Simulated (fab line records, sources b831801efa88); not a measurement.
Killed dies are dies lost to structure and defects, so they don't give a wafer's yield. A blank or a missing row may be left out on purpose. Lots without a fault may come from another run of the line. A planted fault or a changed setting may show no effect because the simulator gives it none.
Which tool did it? | flow gf180mcu | 13 lots, 39 wafers sampled, at 5 steps of a route of 602

WHAT THE GAUGES READ, wafer by wafer
GF_STI_THK_MEAS_24. Usual: STI_CVD_23_THK 647 nm, standard deviation 7.3.
lot  | measured    | on            | STI_CVD_23_THK (nm) | flag
L120 | day 2 04:17 | film_metro-04 | 646 646 646         |
L121 | day 2 09:10 | film_metro-03 | 640 644 633         |
L123 | day 2 21:44 | film_metro-01 | 636 652 641         |
L127 | day 3 17:56 | film_metro-01 | 653 659 655         |
L128 | day 3 20:35 | film_metro-03 | 638 634 640         |
L130 | day 4 06:46 | film_metro-04 | 655 652 654         |
L133 | day 4 23:11 | film_metro-03 | 644 653 653         |
L134 | day 5 05:56 | film_metro-03 | 644 647 644         |
L136 | day 5 15:56 | film_metro-01 | 650 647 649         |
L138 | day 6 00:16 | film_metro-03 | 649 652 650         |
L141 | day 6 15:47 | film_metro-01 | 639 647 643         |
L142 | day 6 23:35 | film_metro-04 | 643 650 645         |
L143 | day 7 03:11 | film_metro-03 | 649 655 650         |

GF_VT_IMPLANT_OVL_MEAS_18. Usual: VT_IMPLANT_01_OVL -0.4 nm, standard deviation 1.4.
lot  | measured     | on         | VT_IMPLANT_01_OVL (nm) | flag
L120 | day 6 08:05  | overlay-01 | -0.7 -0.4 0.3          |
L121 | day 6 12:41  | overlay-02 | -0.9 0.4 -2.1          |
L123 | day 7 07:53  | overlay-02 | 0.7 -1.1 -1.3          |
L127 | day 8 04:17  | overlay-01 | -0.9 0.8 0.5           |
L128 | day 8 09:02  | overlay-02 | -0.4 -0.9 0.6          |
L130 | day 8 22:50  | overlay-02 | -0.9 0.8 -0.7          |
L133 | day 9 20:03  | overlay-02 | 0.1 -0.5 0.1           |
L134 | day 10 02:56 | overlay-01 | -1.7 -1.7 -1.5         |
L136 | day 10 15:50 | overlay-02 | -0.3 -1.6 0.5          |
L138 | day 11 02:23 | overlay-01 | -0.1 1.9 2.8           |
L141 | day 11 21:53 | overlay-01 | 0.7 0.5 0.0            |
L142 | day 12 06:48 | overlay-02 | -0.1 0.8 0.4           |
L143 | day 12 11:07 | overlay-01 | 0.9 -0.2 0.5           |

GF_VT_IMPLANT_TW_MEAS_43. Usual: VT_IMPLANT_4_TW 692, standard deviation 3.7.
lot  | measured     | on            | VT_IMPLANT_4_TW | flag
L120 | day 7 16:37  | film_metro-02 | 687 690 686     |
L121 | day 7 20:23  | film_metro-04 | 697 697 700     |
L123 | day 8 17:37  | film_metro-02 | 691 691 690     |
L127 | day 9 16:02  | film_metro-03 | 667 669 671     | OFF
L128 | day 9 19:47  | film_metro-02 | 689 682 690     |
L130 | day 10 10:40 | film_metro-02 | 669 672 670     | OFF
L133 | day 11 09:36 | film_metro-04 | 694 695 691     |
L134 | day 11 17:07 | film_metro-04 | 695 693 690     |
L136 | day 12 05:41 | film_metro-04 | 692 695 693     |
L138 | day 12 17:55 | film_metro-02 | 688 694 690     |
L141 | day 13 13:53 | film_metro-02 | 691 693 692     |
L142 | day 13 23:53 | film_metro-03 | 691 690 690     |
L143 | day 14 04:34 | film_metro-02 | 692 689 692     |

WHICH TOOL RAN EACH LOT (tool, then ch and the chambers of the sampled wafers, then the start)
lot  | GF_VT_IMPLANT_STRIP_20               | GF_VT_IMPLANT_IMPLANT_41
L120 | plasma_asher-03 ch 0,1, day 6 08:16  | implanter-02 ch 0, day 7 16:23
L121 | plasma_asher-03 ch 0,1, day 6 12:52  | implanter-01 ch 0, day 7 20:09
L123 | plasma_asher-04 ch 0,1, day 7 08:05  | implanter-02 ch 0, day 8 17:22
L127 | plasma_asher-01 ch 0,1, day 8 04:29  | implanter-02 ch 0, day 9 15:47
L128 | plasma_asher-04 ch 1, day 8 09:13    | implanter-01 ch 0, day 9 19:32
L130 | plasma_asher-04 ch 1, day 8 23:01    | implanter-02 ch 0, day 10 10:25
L133 | plasma_asher-04 ch 0,1, day 9 20:15  | implanter-01 ch 0, day 11 09:23
L134 | plasma_asher-01 ch 0,1, day 10 03:08 | implanter-01 ch 0, day 11 16:52
L136 | plasma_asher-04 ch 0,1, day 10 16:03 | implanter-03 ch 0, day 12 05:28
L138 | plasma_asher-03 ch 0,1, day 11 02:35 | implanter-01 ch 0, day 12 17:40
L141 | plasma_asher-04 ch 0,1, day 11 22:06 | implanter-03 ch 0, day 13 13:40
L142 | plasma_asher-01 ch 0,1, day 12 07:01 | implanter-01 ch 0, day 13 23:40
L143 | plasma_asher-03 ch 0,1, day 12 11:18 | implanter-02 ch 0, day 14 04:19
- GF_VT_IMPLANT_STRIP_20: strips in O2/N2.
- GF_VT_IMPLANT_IMPLANT_41

WHAT THE TOOLS THEMSELVES READ (means of the sampled wafers that have a number; where no wafer has one, the mark that the record gives instead)
GF_VT_IMPLANT_STRIP_20. Usual: drypump_motor_current_A 5.6 A, standard deviation 0.38; heater_power_w 328 W, standard deviation 22; n2_flow_sccm 300.1 sccm, standard deviation 0.74; oes_product_au 0.716 a.u., standard deviation 0.0046; strip_time_to_endpoint_s 12.63 s, standard deviation 0.043.
lot  | tool            | drypump_motor_current_A (A) | heater_power_w (W) | n2_flow_sccm (sccm) | oes_product_au (a.u.) | strip_time_to_endpoint_s (s) | flag
L120 | plasma_asher-03 | 5.3                         | 312                | 299.8               | 0.719                 | 12.70                        |
L121 | plasma_asher-03 | 5.4                         | 305                | 299.2               | 0.715                 | 12.64                        |
L123 | plasma_asher-04 | 5.9                         | 332                | 300.1               | 0.712                 | 12.66                        |
L127 | plasma_asher-01 | 5.7                         | 344                | 300.1               | 0.719                 | 12.59                        |
L128 | plasma_asher-04 | 6.2                         | 318                | 300.4               | 0.713                 | 12.63                        |
L130 | plasma_asher-04 | 6.2                         | 322                | 300.1               | 0.711                 | 12.58                        |
L133 | plasma_asher-04 | 5.6                         | 344                | 299.8               | 0.714                 | 12.59                        |
L134 | plasma_asher-01 | 5.7                         | 327                | 300.8               | 0.716                 | 12.63                        |
L136 | plasma_asher-04 | 5.6                         | 347                | 300.7               | 0.719                 | 12.57                        |
L138 | plasma_asher-03 | 5.3                         | 308                | 299.9               | 0.718                 | 12.61                        |
L141 | plasma_asher-04 | 5.9                         | 332                | 300.4               | 0.719                 | 12.61                        |
L142 | plasma_asher-01 | 5.7                         | 320                | 300.3               | 0.716                 | 12.64                        |
L143 | plasma_asher-03 | 5.4                         | 308                | 300.3               | 0.714                 | 12.60                        |

GF_VT_IMPLANT_IMPLANT_41. Usual: dose_ions_cm2 1.013e+12, standard deviation 9.3e+08; end_station_pressure_torr 5.03e-06 Torr, standard deviation 2.5e-07; faraday_current_uA 5.71, standard deviation 0.11.
lot  | tool         | dose_ions_cm2 | end_station_pressure_torr (Torr) | faraday_current_uA | flag
L120 | implanter-02 | 1.013e+12     | 5.37e-06                         | 5.73               |
L121 | implanter-01 | 1.012e+12     | 4.97e-06                         | 5.71               |
L123 | implanter-02 | 1.012e+12     | 5.17e-06                         | 5.68               |
L127 | implanter-02 | 9.068e+11     | 5.27e-06                         | 5.10               | OFF
L128 | implanter-01 | 1.014e+12     | 5.26e-06                         | 5.64               |
L130 | implanter-02 | 9.076e+11     | 5.18e-06                         | 5.13               | OFF
L133 | implanter-01 | 1.013e+12     | 5.06e-06                         | 5.81               |
L134 | implanter-01 | 1.012e+12     | 5.04e-06                         | 5.78               |
L136 | implanter-03 | 1.012e+12     | 5.00e-06                         | 5.72               |
L138 | implanter-01 | 1.013e+12     | 5.08e-06                         | 5.77               |
L141 | implanter-03 | 1.013e+12     | 5.20e-06                         | 5.82               |
L142 | implanter-01 | 1.012e+12     | 4.86e-06                         | 5.72               |
L143 | implanter-02 | 1.013e+12     | 5.13e-06                         | 5.64               |

THE ANSWER, worked out from the rows above alone
Rule: a lot is off if the mean of its wafers that have a number lies more than 3 standard deviations from the usual mean. A lot without any number at a reading at which 4 lots or more have one is off too. The other lots that the step has rows for count as sound. The gauges are gone through in route order, then the tools' own readings, and for those a lot's mean is taken as printed above. The first step at which some lot is off is used, and at that step the reading that is off furthest; a lot without a number counts as furthest.
Off: L127, L130, at GF_VT_IMPLANT_TW_MEAS_43 (VT_IMPLANT_4_TW).
A tool fits if, at a process step before that reading, it ran every lot that is off, and no sound lot after the first of them. The gauges at GF_VT_IMPLANT_TW_MEAS_43 aren't tried: what is off there is off at GF_VT_IMPLANT_IMPLANT_41 too, on other tools, and a gauge's error can't cause that. None of those tried fits.

WHAT THE SIMULATOR HAD PUT IN
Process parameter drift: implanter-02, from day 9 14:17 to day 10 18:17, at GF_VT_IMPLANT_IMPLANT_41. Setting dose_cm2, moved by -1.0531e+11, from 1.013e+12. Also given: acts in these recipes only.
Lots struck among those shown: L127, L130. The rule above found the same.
